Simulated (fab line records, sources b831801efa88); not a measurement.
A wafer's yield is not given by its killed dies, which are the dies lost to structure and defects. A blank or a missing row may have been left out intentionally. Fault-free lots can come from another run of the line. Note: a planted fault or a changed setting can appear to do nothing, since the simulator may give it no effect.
fab line records | flow gf180mcu | part 2 of 2: steps 35 to 46 of 46
record lots=5 | wafers=15 | last_day=34
route steps=602 shown STI@30 DNWELL@32 NWELL@42 LVPWELL@54 MVSD@66
lots that met no fault: from a run of the same line without faults
start_h: hours from the record's opening day to when the first of the lot's shown wafers began | wait_h: time in hours since the lot's previous step | " unchanged from the row above | L1.1+2: a single row standing in for several wafers | - either no value or no given start | * or withheld: withheld | < > ~ a bound
route shown NAME@n: a module of which the file shows steps, and the number in the route of the first | usual: mean/standard deviation of fault-free wafers | same: alike in all rows | chamber/n: place in a boat | sites: per-site readings | _std_site: standard deviation across them | _edge_site: inner sites' mean taken away from outer sites' mean | radius_mm: how far each site lies from the wafer's centre | mask NAME#n: copy n | behind: the tool/chamber that last shaped the wafer | hold: why the lot was held/for how many hours/how that ended | device: the transistor (n, p or np) that didn't switch | end of line: the same wafers' tests at the end of the route | a step with no rows: only its recipe | killed: at the first sort, the dies lost to defects and structure; wafer yield is something else | map: dies across one wafer; x = killed, . = not, _ = none there
set.NAME: the setting as run; set.NAME@STEP: as run at that earlier step | model.NAME: the simulator's own value behind a step, which no gauge read
lots at some steps of the route; a table a step, a row a wafer
services: from which hour (start_h, from the record's first day; less than 0 if before it) a tool's chamber was out of use, for how many hours, and why
## steps
# step GF_LVPWELL_STRIP_10
# recipe chemistry=O2/N2 | power_w=1400 | pressure_mtorr=1500 | platen_temp_c=250 | o2_flow_sccm=3000 | n2_flow_sccm=300 | overash_fraction=0.5
# usual drypump_motor_current_A=5.6/0.59 | heater_power_w=334/35 | n2_flow_sccm=300.0/0.93 | oes_product_au=0.723/0.0048 | strip_time_to_endpoint_s=36.97/0.096
lot.wafer | tool            | chamber | start_h | wait_h | drypump_motor_current_A | heater_power_w | n2_flow_sccm | oes_product_au | rf_hours_counter_h | strip_time_to_endpoint_s
L074.1    | plasma_asher-04 | 0       | 68.49   | 0.1    | 5.2                     | 312            | 300.5        | 0.722          | 37                 | 37.09
L074.2    | "               | 1       | "       | "      | 5.3                     | 300            | 300.2        | 0.717          | 37                 | 37.01
L074.3    | "               | 1       | "       | "      | 5.2                     | 308            | 300.5        | 0.721          | -                  | 37.12
L077.1    | plasma_asher-01 | 1       | 93.96   | 0.1    | 6.1                     | 369            | 299.6        | 0.725          | 31                 | 36.97
L077.2    | "               | 0       | "       | "      | 5.6                     | 298            | 299.5        | 0.728          | 31                 | 37.03
L077.3    | "               | 1       | "       | "      | 6.1                     | 370            | 300.6        | 0.727          | -                  | 36.98
L088.3    | plasma_asher-02 | 1       | 150.13  | 0.1    | 6.8                     | 398            | 300.2        | 0.719          | -                  | 36.98
L088.5    | "               | 0       | "       | "      | 5.4                     | 343            | 299.3        | 0.720          | -                  | 36.77
L088.6    | "               | 1       | "       | "      | 6.8                     | 397            | 300.4        | 0.729          | -                  | 36.92
L091.3    | plasma_asher-02 | 1       | 164.39  | 0.1    | 6.8                     | 399            | 299.6        | 0.722          | -                  | 36.95
L091.4    | "               | 0       | "       | "      | 5.4                     | 342            | 298.6        | 0.723          | -                  | 36.88
L091.5    | "               | 1       | "       | "      | 6.8                     | 394            | 300.1        | 0.726          | -                  | 37.00
L097.3    | plasma_asher-04 | 0       | 198.92  | 0.1    | 5.2                     | 306            | 300.5        | 0.721          | -                  | 36.97
L097.4    | "               | 1       | "       | "      | 5.2                     | 310            | 299.4        | 0.729          | -                  | 36.97
L097.6    | "               | 0       | "       | "      | 5.2                     | 313            | 300.9        | 0.716          | -                  | 37.04
# step GF_LVPWELL_TW_MEAS_11
# usual LVPWELL_TW=553/7
lot.wafer | tool          | chamber | start_h | wait_h | LVPWELL_TW
L074.1    | film_metro-01 | -       | 68.59   | 0.1    | 552
L074.2    | "             | -       | "       | "      | 552
L074.3    | "             | -       | "       | "      | 551
L077.1    | film_metro-04 | -       | 94.06   | 0.1    | 557
L077.2    | "             | -       | "       | "      | 560
L077.3    | "             | -       | "       | "      | 559
L088.3    | film_metro-03 | -       | 150.21  | 0.1    | 562
L088.5    | "             | -       | "       | "      | 562
L088.6    | "             | -       | "       | "      | 561
L091.3    | film_metro-01 | -       | 164.48  | 0.1    | 544
L091.4    | "             | -       | "       | "      | 544
L091.5    | "             | -       | "       | "      | 544
L097.3    | film_metro-01 | -       | 199.01  | 0.1    | 545
L097.4    | "             | -       | "       | "      | 544
L097.6    | "             | -       | "       | "      | 547
# step GF_MVSD_DEHYDRATE_00
# recipe temp_c=200 | time_s=60
lot.wafer  | tool           | chamber | start_h | wait_h
L074.1+2+3 | litho_track-02 | 0       | 74.41   | 5.8
L077.1+2+3 | litho_track-03 | 0       | 100.82  | 6.8
L088.3+5+6 | litho_track-01 | 0       | 157.90  | 7.7
L091.3+4+5 | litho_track-01 | 0       | 171.85  | 7.4
L097.3+4+6 | litho_track-01 | 0       | 207.10  | 8.1
# step GF_MVSD_HMDS_01
# recipe prime_time_s=60 | prime_temp_c=120
# usual prime_temp_c=120.00/0.14
lot.wafer | tool           | chamber | start_h | wait_h | prime_temp_c
L074.1    | litho_track-02 | 0       | 74.56   | 0.1    | 119.93
L074.2    | "              | 0       | "       | "      | 120.09
L074.3    | "              | 0       | "       | "      | 119.98
L077.1    | litho_track-03 | 0       | 100.97  | 0.1    | 120.18
L077.2    | "              | 0       | "       | "      | 120.07
L077.3    | "              | 0       | "       | "      | 120.04
L088.3    | litho_track-01 | 0       | 158.05  | 0.1    | 119.85
L088.5    | "              | 0       | "       | "      | 119.81
L088.6    | "              | 0       | "       | "      | 120.03
L091.3    | litho_track-01 | 0       | 172.00  | 0.1    | 120.09
L091.4    | "              | 0       | "       | "      | 120.17
L091.5    | "              | 0       | "       | "      | 119.96
L097.3    | litho_track-01 | 0       | 207.25  | 0.1    | 120.09
L097.4    | "              | 0       | "       | "      | 120.06
L097.6    | "              | 0       | "       | "      | 119.77
# step GF_MVSD_COAT_02
# recipe spin_rpm=2000 | resist_thk_nm=3000
lot.wafer  | tool           | chamber | start_h | wait_h
L074.1+2+3 | litho_track-02 | 0       | 74.71   | 0.1
L077.1+2+3 | litho_track-03 | 0       | 101.12  | 0.1
L088.3+5+6 | litho_track-01 | 0       | 158.20  | 0.1
L091.3+4+5 | litho_track-01 | 0       | 172.15  | 0.1
L097.3+4+6 | litho_track-01 | 0       | 207.40  | 0.1
# step GF_MVSD_SOFTBAKE_03
# recipe temp_c=110 | time_s=withheld
lot.wafer  | tool           | chamber | start_h | wait_h
L074.1+2+3 | litho_track-02 | 0       | 74.86   | 0.1
L077.1+2+3 | litho_track-03 | 0       | 101.27  | 0.1
L088.3+5+6 | litho_track-01 | 0       | 158.37  | 0.1
L091.3+4+5 | litho_track-01 | 0       | 172.32  | 0.1
L097.3+4+6 | litho_track-01 | 0       | 207.57  | 0.1
# step GF_MVSD_EXPOSE_04
# recipe mask_id=MVSD | target_cd_nm=1000 | na=0.6 | source_shape=conventional | sigma_outer=0.6 | dose_mj=260
lot.wafer  | tool             | chamber | start_h | wait_h | mask
L074.1+2+3 | iline_stepper-01 | 0       | -       | -      | MVSD#0
L077.1+2+3 | iline_stepper-02 | 0       | -       | -      | MVSD#0
L088.3+5+6 | iline_stepper-02 | 0       | -       | -      | MVSD#0
L091.3+4+5 | iline_stepper-02 | 0       | -       | -      | MVSD#0
L097.3+4+6 | iline_stepper-01 | 0       | -       | -      | MVSD#0
# step GF_MVSD_PEB_05
# recipe temp_c=115 | time_s=withheld
lot.wafer  | tool           | chamber | start_h | wait_h
L074.1+2+3 | litho_track-03 | 0       | -       | -
L077.1+2+3 | litho_track-03 | 0       | -       | -
L088.3+5+6 | litho_track-03 | 0       | -       | -
L091.3+4+5 | litho_track-01 | 0       | -       | -
L097.3+4+6 | litho_track-03 | 0       | -       | -
# step GF_MVSD_DEVELOP_06
# recipe wall_angle_deg=90 | develop_time_s=60 | dev_temp_c=23
lot.wafer  | tool           | chamber | start_h | wait_h
L074.1+2+3 | litho_track-03 | 0       | -       | -
L077.1+2+3 | litho_track-03 | 0       | -       | -
L088.3+5+6 | litho_track-03 | 0       | -       | -
L091.3+4+5 | litho_track-01 | 0       | -       | -
L097.3+4+6 | litho_track-03 | 0       | -       | -
# step GF_MVSD_OVL_MEAS_07
# usual MVSD_OVL=-0.8/1.3
lot.wafer | tool       | chamber | start_h | wait_h | MVSD_OVL[nm]
L074.1    | overlay-01 | -       | 81.27   | -      | -1.9
L074.2    | "          | -       | "       | "      | -0.4
L074.3    | "          | -       | "       | "      | -1.8
L077.1    | overlay-02 | -       | 108.12  | -      | -2.0
L077.2    | "          | -       | "       | "      | -1.9
L077.3    | "          | -       | "       | "      | -2.5
L088.3    | overlay-01 | -       | 166.13  | -      | -1.8
L088.5    | "          | -       | "       | "      | -0.9
L088.6    | "          | -       | "       | "      | -1.3
L091.3    | overlay-01 | -       | 180.96  | -      | -3.0
L091.4    | "          | -       | "       | "      | -4.5
L091.5    | "          | -       | "       | "      | -3.5
L097.3    | overlay-01 | -       | 215.93  | -      | -1.6
L097.4    | "          | -       | "       | "      | -0.5
L097.6    | "          | -       | "       | "      | 0.0
# step GF_MVSD_IMPLANT_08
# recipe species=P | energy_kev=400 | dose_cm2=1.6e+13 | tilt_deg=0
# usual tilt_deg=0.003/0.017
lot.wafer | tool         | chamber | start_h | wait_h | tilt_deg
L074.1    | implanter-03 | 0       | 81.31   | 0.0    | -0.009
L074.2    | "            | 0       | "       | "      | -0.013
L074.3    | "            | 0       | "       | "      | -0.005
L077.1    | implanter-02 | 0       | 108.16  | 0.0    | -0.005
L077.2    | "            | 0       | "       | "      | -0.007
L077.3    | "            | 0       | "       | "      | 0.020
L088.3    | implanter-04 | 0       | 166.21  | 0.1    | 0.015
L088.5    | "            | 0       | "       | "      | -0.008
L088.6    | "            | 0       | "       | "      | -0.005
L091.3    | implanter-02 | 0       | 181.04  | 0.1    | -0.018
L091.4    | "            | 0       | "       | "      | -0.058
L091.5    | "            | 0       | "       | "      | -0.010
L097.3    | implanter-03 | 0       | 216.01  | 0.1    | 0.043
L097.4    | "            | 0       | "       | "      | 0.000
L097.6    | "            | 0       | "       | "      | -0.003
# step GF_MVSD_IMPLANT_09
# recipe species=P | energy_kev=100 | dose_cm2=5e+12 | tilt_deg=0
# usual tilt_deg=-0.006/0.02
lot.wafer | tool         | chamber | start_h | wait_h | tilt_deg
L074.1    | implanter-03 | 0       | 81.46   | 0.1    | -0.005
L074.2    | "            | 0       | "       | "      | -0.009
L074.3    | "            | 0       | "       | "      | 0.007
L077.1    | implanter-02 | 0       | 108.31  | 0.1    | -0.015
L077.2    | "            | 0       | "       | "      | -0.020
L077.3    | "            | 0       | "       | "      | -0.006
L088.3    | implanter-04 | 0       | 166.36  | 0.1    | -0.012
L088.5    | "            | 0       | "       | "      | 0.004
L088.6    | "            | 0       | "       | "      | 0.005
L091.3    | implanter-02 | 0       | 181.19  | 0.1    | -0.004
L091.4    | "            | 0       | "       | "      | -0.024
L091.5    | "            | 0       | "       | "      | -0.016
L097.3    | implanter-03 | 0       | 216.16  | 0.1    | -0.030
L097.4    | "            | 0       | "       | "      | 0.009
L097.6    | "            | 0       | "       | "      | 0.036
## services
tool             | chamber | start_h | hours | kind
plasma_asher-04  | -       | 5.17    | 1.3   | repair
implanter-03     | -       | 7.42    | 3.9   | repair
iline_stepper-02 | -       | 24.05   | 1.7   | pm
implanter-04     | -       | 31.04   | 19.4  | repair
plasma_asher-03  | -       | 46.59   | 4.1   | repair
plasma_asher-02  | -       | 51.21   | 2.8   | repair
implanter-03     | -       | 59.73   | 6.2   | pm
furnace-02       | -       | 60.96   | 3.8   | pm
plasma_asher-04  | -       | 61.05   | 2.8   | pm
furnace-01       | -       | 72.91   | 10.3  | repair
plasma_asher-02  | -       | 73.50   | 2.8   | pm
plasma_asher-04  | -       | 85.24   | 10.1  | repair
plasma_asher-03  | -       | 108.75  | 9.0   | pm
furnace-01       | -       | 110.57  | 3.5   | pm
plasma_asher-03  | -       | 129.35  | 1.6   | repair
iline_stepper-01 | -       | 139.37  | 0.8   | repair
iline_stepper-01 | -       | 149.28  | 1.7   | pm
implanter-03     | -       | 151.49  | 3.5   | pm
implanter-03     | -       | 186.48  | 9.3   | repair
implanter-01     | -       | 188.56  | 2.6   | repair
implanter-04     | -       | 196.02  | 1.5   | repair
furnace-02       | -       | 201.77  | 3.3   | pm
furnace-02       | -       | 211.99  | 4.0   | pm
furnace-02       | -       | 215.94  | 10.8  | pm
